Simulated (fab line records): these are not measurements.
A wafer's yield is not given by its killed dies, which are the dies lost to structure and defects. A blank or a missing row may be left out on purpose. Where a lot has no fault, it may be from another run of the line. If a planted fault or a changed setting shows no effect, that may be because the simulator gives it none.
Problem report in the 8D (eight disciplines) form, filled by code    flow sky130    the parts of the form that need people (team, actions taken, sign-off) are left out

== 1. THE PROBLEM ==
Wafers without a fault read 44, standard deviation 6.8; killed_at_M0_to_M3 at SKY_PAD_OPEN_PROBE_99 reads a mean of 228 on 2 wafers belonging to 2 lots. Relative to the usual mean, that is a shift of +27 standard deviations.
Earliest sighting: wafer L459.2 on prober-01 at day 49 08:59. The record has a number at this step for 27 wafers belonging to 9 lots. The rule behind "out" and "out of limits": a value lying over 4 standard deviations away from the usual mean. Any other wafer with a number is counted as sound.

== 2. WHAT IT IS, WHAT IT ISN'T ==
question                     is                                                                                                                                                               is not
which readings at this step  killed_at_M0_to_M3, defect limited yield, killed dies, killed on rim, sort_bin_3_pad_short, sort_bin_5_function, sort_bin_6_memory, sort n pass, sort yield pct  killed_at_M4_up, killed at front end, killed at other
which lots                   L459, L460                                                                                                                                                       L445, L446, L447, L452, L453, L454, L461
which wafers of those lots   L459.2, L460.4                                                                                                                                                   L459.3, L459.5, L460.1, L460.5
read on which tools          prober-01, prober-02                                                                                                                                             -
when                         from day 49 08:59                                                                                                                                                up to then (18 sound wafers); but 7 sound wafers of L459, L460, L461 came after

== 3. SUSPECTS, AND WHAT RULES EACH OUT ==
Counting: any tool at a process step up to the reading remains a suspect provided it ran every lot that is out. Sound lots after the first of them don't rule it out here, since some wafers of a struck lot are sound.
- cmp-02 at SKY_VIA3_CMP_24 (polishes, stops on SiO2, t overpolish 20 s, target thk 0 nm): kept. It processed each lot that is out (first: L459, day 43 23:26); up to then, its last sound lot is L454 (day 42 10:41).
- In cmp-02 at SKY_VIA3_CMP_24, the wafers that are out were processed in chamber 2 and their sound lot-mates in chambers 0, 1, 3.
Left after counting: cmp-02 at SKY_VIA3_CMP_24.

== 4. THE CAUSE (what the simulator had put in) ==
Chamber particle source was cmp-02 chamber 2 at SKY_VIA3_CMP_24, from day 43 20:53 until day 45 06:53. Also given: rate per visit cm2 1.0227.
Only this tool survived the counting.

== 5. THE EFFECT CHAIN, in route order ==
Rows list readings where the struck wafers' mean (over those with a number) sits beyond 3 standard deviations from the usual. Only readings for which the record gives a usual standard deviation are gone through. hours: the time from each lot's start at the first step in this table that gives one to its start at this step, as a median over the lots. sigmas: the change in usual standard deviations.
hours  step                   reading               usual   on struck wafers  change  sigmas
0      SKY_PAD_OPEN_PROBE_99  defect limited yield  82.4 %  48.8              -33.6   -15
0      SKY_PAD_OPEN_PROBE_99  killed_at_M0_to_M3    44      228               +184    +27
0      SKY_PAD_OPEN_PROBE_99  killed dies           87      252               +165    +15
0      SKY_PAD_OPEN_PROBE_99  killed on rim         17      53                +36     +10
0      SKY_PAD_OPEN_PROBE_99  sort_bin_3_pad_short  0.9 %   3.6               +2.7    +6.1
0      SKY_PAD_OPEN_PROBE_99  sort_bin_5_function   10.3 %  33.5              +23.2   +15
0      SKY_PAD_OPEN_PROBE_99  sort_bin_6_memory     6.4 %   14.1              +7.7    +5.5
0      SKY_PAD_OPEN_PROBE_99  sort n pass           405     240               -165    -15
0      SKY_PAD_OPEN_PROBE_99  sort yield pct        82.4 %  48.8              -33.6   -15
Its process steps:
- SKY_PAD_OPEN_PROBE_99

== 6. HOW IT WOULD HAVE BEEN CAUGHT EARLIER ==
First out-of-limits reading in this record: day 49 08:59, which is 132 hours after fault onset at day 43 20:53.
No tool reading at SKY_VIA3_CMP_24 that has a usual standard deviation in the record was out on any struck wafer, so an alarm limit of 4 standard deviations on those readings would not have fired.
By day 49 08:59, every lot that is out (2) had started SKY_VIA3_CMP_24 on cmp-02. A hold on the tool at that time would have spared none of them.
